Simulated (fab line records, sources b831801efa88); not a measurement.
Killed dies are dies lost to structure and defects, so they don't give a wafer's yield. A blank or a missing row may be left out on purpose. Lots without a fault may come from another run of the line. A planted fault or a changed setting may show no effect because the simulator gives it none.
Which tool did it? | flow sky130 | 12 lots, 36 wafers sampled, at 3 steps of a route of 708

WHAT THE GAUGES READ, wafer by wafer
SKY_VIA1_RS_MEAS_22: measures by four-point-probe.
lot  | measured     | on            | VIA1_W_RS (ohm/sq)
L298 | day 33 14:34 | film_metro-04 | 0.433 0.423 0.428
L300 | day 34 13:25 | film_metro-03 | 0.426 0.429 0.421
L302 | day 35 03:55 | film_metro-03 | 0.423 0.420 0.429
L305 | day 36 02:58 | film_metro-03 | 0.428 0.425 0.419
L307 | day 37 00:42 | film_metro-03 | 0.423 0.423 0.420
L313 | day 38 17:37 | film_metro-02 | 0.431 0.425 0.431
L314 | day 39 16:04 | film_metro-03 | 0.426 0.425 0.423
L315 | day 40 17:52 | film_metro-02 | 0.421 0.426 0.422
L317 | day 40 19:16 | film_metro-02 | 0.425 0.425 0.429
L318 | day 40 20:13 | film_metro-02 | 0.436 0.429 0.431
L321 | day 40 21:22 | film_metro-04 | 0.428 0.432 0.428
L320 | day 41 00:28 | film_metro-03 | 0.426 0.421 0.425

SKY_VIA1_THK_MEAS_23: measures by xrf.
lot  | measured     | on            | VIA1_W_THK (nm)
L298 | day 33 14:41 | film_metro-04 | 274 279 278
L300 | day 34 13:31 | film_metro-03 | 276 277 281
L302 | day 35 04:02 | film_metro-03 | 282 283 277
L305 | day 36 03:04 | film_metro-03 | 277 279 282
L307 | day 37 00:48 | film_metro-03 | 281 279 282
L313 | day 38 17:44 | film_metro-02 | 270 275 271
L314 | day 39 16:11 | film_metro-03 | 278 281 280
L315 | day 40 17:59 | film_metro-02 | 277 274 277
L317 | day 40 19:23 | film_metro-02 | 273 275 272
L318 | day 40 20:19 | film_metro-02 | 268 273 270
L321 | day 40 21:29 | film_metro-04 | 277 274 275
L320 | day 41 00:35 | film_metro-03 | 280 284 279

SKY_METAL2_CD_MEAS_15: target cd 140 nm.
lot  | measured     | on        | cd_nm (nm)
L298 | day 34 17:38 | cd_sem-02 | 139.0 139.1 139.9
L300 | day 35 16:30 | cd_sem-02 | 142.7 141.6 140.6
L302 | day 36 07:41 | cd_sem-02 | 138.4 140.5 138.7
L305 | day 37 06:02 | cd_sem-02 | 137.2 139.2 138.4
L307 | day 38 03:10 | cd_sem-02 | 141.5 141.2 140.9
L313 | day 39 18:41 | cd_sem-01 | 141.3 141.3 139.5
L314 | day 40 16:56 | cd_sem-02 | 141.5 142.5 142.6
L315 | day 41 18:08 | cd_sem-01 | 137.9 138.2 139.2
L317 | day 41 19:15 | cd_sem-02 | 141.8 140.6 140.8
L318 | day 41 20:42 | cd_sem-02 | 141.4 140.3 140.7
L321 | day 41 21:41 | cd_sem-02 | 140.6 140.4 142.4
L320 | day 42 00:50 | cd_sem-02 | 140.2 139.5 139.2

WHICH TOOL RAN EACH LOT (tool, then ch and the chambers of the sampled wafers, then the start)
The record holds no process step before these readings.

WHAT THE TOOLS THEMSELVES READ (means of the sampled wafers that have a number; where no wafer has one, the mark that the record gives instead)
The record holds no such reading with a usual standard deviation.

THE ANSWER, worked out from the rows above alone
Rule: what is usual is taken from the lots themselves. Put in order of their means at a reading, lots are off if they are a third of the lots or fewer, leave a main group of 4 or more, and stand apart from it by a gap of 3 or more times the standard deviation of the main group's means; of several such gaps the widest counts. A main group whose means are all the same, to the digits that the tables above print for the reading, isn't used. A lot without any number at a reading at which 4 lots or more have one is off too. The other lots that the step has rows for count as sound. The gauges are gone through in route order, then the tools' own readings, and for those a lot's mean is taken as printed above. The first step at which some lot is off is used, and at that step the reading that is off furthest; a lot without a number counts as furthest.
No lot is off at any reading shown: from this, nothing can be told.

WHAT THE SIMULATOR HAD PUT IN
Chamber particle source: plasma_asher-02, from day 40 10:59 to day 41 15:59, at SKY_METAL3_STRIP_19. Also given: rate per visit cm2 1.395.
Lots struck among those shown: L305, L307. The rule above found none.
